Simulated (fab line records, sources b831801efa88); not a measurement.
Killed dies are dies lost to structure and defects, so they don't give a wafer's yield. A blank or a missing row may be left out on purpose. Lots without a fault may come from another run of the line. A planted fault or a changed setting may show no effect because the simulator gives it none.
One fault seen from 2 desks | flow sky130 | each desk has only its own numbers; what lay behind them comes last

THE METROLOGY DESK
What the gauges read, lot by lot, whatever tool the lot ran on: means of the sampled wafers that have a number. A lot is out of limits, marked OUT, if its mean lies more than 4 standard deviations from the usual mean; the brackets give that distance.
Columns: A = VIA3_BOW at SKY_VIA3_BOW_MEAS_03, usual 80 um; B = cd_nm at SKY_VIA3_CD_MEAS_12, usual 199.8 nm; C = VIA3_OVL at SKY_VIA3_OVL_MEAS_13, usual 0 nm
lot  | first seen here | A  | B     | C
L235 | day 38 12:33    | 81 | 198.5 | -7
L237 | day 39 01:49    | 85 | 202.1 | 2
L245 | day 41 13:44    | 79 | 202.3 | -1
L246 | day 41 23:01    | 73 | 201.6 | 5
L254 | day 44 01:52    | 77 | 200.0 | -2
L258 | day 45 02:03    | 74 | 201.2 | -1
This desk's finding: nothing out of limits on any of the 6 lots.

THE TOOL OWNER'S DESK: rie_diel-04
The tool's own readings at SKY_VIA3_ETCH_14 (etches BARC in N2/H2, stops on SiO2, time 45.9 s, target depth 60 nm): means of the sampled wafers that have a number, for each lot that ran on this tool. A lot is out of limits, marked OUT, if its mean lies more than 4 standard deviations from the usual mean; the brackets give that distance.
Columns: A = chamber_pressure_mTorr at SKY_VIA3_ETCH_14, usual 30.001 mTorr; B = drypump_motor_current_A at SKY_VIA3_ETCH_14, usual 6.0 A; C = oes_product_au at SKY_VIA3_ETCH_14, usual 0.855 a.u.; D = rf_fwd_power_W at SKY_VIA3_ETCH_14, usual 495.6 W; E = throttle_valve_pct at SKY_VIA3_ETCH_14, usual 13.225 %
lot  | first seen here | A      | B   | C     | D               | E
L237 | day 40 02:17    | 29.973 | 6.2 | 0.853 | 493.2           | 13.225
L245 | day 42 13:14    | 29.990 | 6.6 | 0.858 | 495.1           | 13.226
L254 | day 45 00:05    | 30.011 | 6.5 | 0.850 | 521.3 (+14) OUT | 13.226
L258 | day 45 22:59    | 30.032 | 6.6 | 0.853 | 523.7 (+15) OUT | 13.224
This desk's finding: out of limits on L254, L258; first on L254, day 45 00:05 (rf_fwd_power_W at SKY_VIA3_ETCH_14). In limits: L237, L245.

PUT TOGETHER
The tool owner's desk could have raised an alarm at day 45 00:05, on L254, L258.
The metrology desk saw nothing out of limits.
The metrology desk has L254, L258 on record, within its limits.
Of the lots named, all ran SKY_VIA3_ETCH_14 on rie_diel-04.

WHAT THE SIMULATOR HAD PUT IN
Process parameter drift: rie_diel-04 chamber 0, from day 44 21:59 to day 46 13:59, at SKY_VIA3_ETCH_14. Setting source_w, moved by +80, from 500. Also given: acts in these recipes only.
Lots struck among those shown: L254, L258.
Hours from the fault's start to each desk's first reading out of limits: the tool owner's desk, 2.
